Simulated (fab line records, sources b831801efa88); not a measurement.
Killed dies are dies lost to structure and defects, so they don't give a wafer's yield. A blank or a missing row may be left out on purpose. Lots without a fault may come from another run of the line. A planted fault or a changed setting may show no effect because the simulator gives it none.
Chamber matching | flow sky130 | SKY_VIA4_ETCH_12 on rie_diel-01: 4 sister chambers
The step etches SiO2 in C4F8/O2/Ar, stops on TiN, target depth 580 nm. 4 wafers are shown with their chamber, then 7 later ones without.

WAFERS WITH THEIR CHAMBER
wafer  | chamber | oes_product_au (a.u.)
L459.1 | 2       | 0.930
L459.5 | 1       | 0.927
L460.3 | 3       | 0.931
L460.4 | 0       | 0.930

WAFERS WITHOUT THEIR CHAMBER
wafer  | oes_product_au (a.u.)
L460.6 | 0.925
L467.2 | 0.924
L467.3 | 0.928
L467.4 | 0.918
L468.4 | 0.914
L468.5 | 0.926
L468.6 | 0.927

WHICH CHAMBER EACH WENT THROUGH
wafer  | from the rows above               | in truth
L460.6 | can't be placed: 1 or 0 or 2 or 3 | 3
L467.2 | can't be placed: 1 or 0 or 2 or 3 | 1
L467.3 | can't be placed: 1 or 0 or 2 or 3 | 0
L467.4 | can't be placed: 1 or 0 or 2 or 3 | 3
L468.4 | can't be placed: 1 or 0 or 2 or 3 | 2
L468.5 | can't be placed: 1 or 0 or 2 or 3 | 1
L468.6 | can't be placed: 1 or 0 or 2 or 3 | 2
Placed correctly: 0 of 7. Can't be placed from these rows: 7 (the true chamber is among the candidates in 7). Placed wrongly: 0.
How it was worked out, from the rows above alone: a wafer's distance from a chamber is the root of the sum, over the readings, of the square of ((its reading less the chamber's mean) divided by the reading's scatter). The wafer belongs to the nearest chamber; if the next one is less than 2 further off, it can't be placed. A chamber's mean is the mean of its shown wafers. The scatter: with one shown wafer a chamber, the root of the mean of the squares of how far each hidden wafer lies from its nearest shown one.
